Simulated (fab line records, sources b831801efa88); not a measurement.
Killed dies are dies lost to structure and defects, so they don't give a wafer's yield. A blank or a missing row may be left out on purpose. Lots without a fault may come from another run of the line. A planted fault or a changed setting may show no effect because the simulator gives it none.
Which tool did it? | flow sky130 | 11 lots, 33 wafers sampled, at 3 steps of a route of 708

WHAT THE GAUGES READ, wafer by wafer
SKY_CAP2M_RS_MEAS_03: measures by four-point-probe.
lot  | measured     | on            | CAP2M_TIN_RS (ohm/sq)
L536 | day 39 18:14 | film_metro-01 | 6.93 6.98 6.70
L539 | day 40 06:08 | film_metro-03 | 6.98 6.90 6.96
L541 | day 41 01:13 | film_metro-04 | 6.69 6.89 7.08
L542 | day 41 09:39 | film_metro-04 | 6.91 6.92 7.09
L543 | day 41 22:24 | film_metro-03 | 6.85 6.92 6.88
L547 | day 43 10:47 | film_metro-04 | 7.22 6.98 7.22
L548 | day 43 15:36 | film_metro-01 | 7.06 6.79 6.93
L549 | day 43 16:17 | film_metro-01 | 6.85 6.93 7.19
L554 | day 44 16:55 | film_metro-04 | 7.04 6.87 7.00
L555 | day 44 22:21 | film_metro-01 | 7.18 7.00 7.00
L558 | day 45 20:33 | film_metro-03 | 6.96 6.80 7.03

WHICH TOOL RAN EACH LOT (tool, then ch and the chambers of the sampled wafers, then the start)
lot  | SKY_METAL4_SPUTTER_01        | SKY_CAP2M_SPUTTER_02
L536 | pvd_sputter-01, day 39 17:53 | pvd_sputter-03, day 39 18:06
L539 | pvd_sputter-02, day 40 05:49 | pvd_sputter-01, day 40 06:02
L541 | pvd_sputter-01, day 41 00:53 | pvd_sputter-03, day 41 01:06
L542 | pvd_sputter-01, day 41 09:20 | pvd_sputter-04, day 41 09:32
L543 | pvd_sputter-03, day 41 22:04 | pvd_sputter-04, day 41 22:16
L547 | pvd_sputter-01, day 43 10:25 | pvd_sputter-04, day 43 10:38
L548 | pvd_sputter-01, day 43 15:14 | pvd_sputter-03, day 43 15:29
L549 | pvd_sputter-02, day 43 15:58 | pvd_sputter-04, day 43 16:10
L554 | pvd_sputter-02, day 44 16:36 | pvd_sputter-01, day 44 16:49
L555 | pvd_sputter-02, day 44 22:02 | pvd_sputter-04, day 44 22:14
L558 | pvd_sputter-01, day 45 20:11 | pvd_sputter-03, day 45 20:24
- SKY_METAL4_SPUTTER_01: material TiN, target thk 20 nm, time 16.7 s.
- SKY_CAP2M_SPUTTER_02: material TiN, target thk 200 nm, time 166.7 s.

WHAT THE TOOLS THEMSELVES READ (means of the sampled wafers that have a number; where no wafer has one, the mark that the record gives instead)
SKY_METAL4_SPUTTER_01.
lot  | tool           | throttle_valve_pct (%)
L536 | pvd_sputter-01 | 29.7
L539 | pvd_sputter-02 | 30.3
L541 | pvd_sputter-01 | 29.5
L542 | pvd_sputter-01 | 29.6
L543 | pvd_sputter-03 | 28.8
L547 | pvd_sputter-01 | 29.9
L548 | pvd_sputter-01 | 29.5
L549 | pvd_sputter-02 | 30.4
L554 | pvd_sputter-02 | 30.5
L555 | pvd_sputter-02 | 30.3
L558 | pvd_sputter-01 | 30.1

SKY_CAP2M_SPUTTER_02.
lot  | tool           | throttle_valve_pct (%)
L536 | pvd_sputter-03 | 28.7
L539 | pvd_sputter-01 | 29.5
L541 | pvd_sputter-03 | 28.7
L542 | pvd_sputter-04 | 29.5
L543 | pvd_sputter-04 | 29.2
L547 | pvd_sputter-04 | 29.7
L548 | pvd_sputter-03 | 28.8
L549 | pvd_sputter-04 | 29.6
L554 | pvd_sputter-01 | 29.7
L555 | pvd_sputter-04 | 29.8
L558 | pvd_sputter-03 | 28.8

THE ANSWER, worked out from the rows above alone
Rule: what is usual is taken from the lots themselves. Put in order of their means at a reading, lots are off if they are a third of the lots or fewer, leave a main group of 4 or more, and stand apart from it by a gap of 3 or more times the standard deviation of the main group's means; of several such gaps the widest counts. A main group whose means are all the same, to the digits that the tables above print for the reading, isn't used. A lot without any number at a reading at which 4 lots or more have one is off too. The other lots that the step has rows for count as sound. The gauges are gone through in route order, then the tools' own readings, and for those a lot's mean is taken as printed above. The first step at which some lot is off is used, and at that step the reading that is off furthest; a lot without a number counts as furthest.
No lot is off at any reading shown: from this, nothing can be told.

WHAT THE SIMULATOR HAD PUT IN
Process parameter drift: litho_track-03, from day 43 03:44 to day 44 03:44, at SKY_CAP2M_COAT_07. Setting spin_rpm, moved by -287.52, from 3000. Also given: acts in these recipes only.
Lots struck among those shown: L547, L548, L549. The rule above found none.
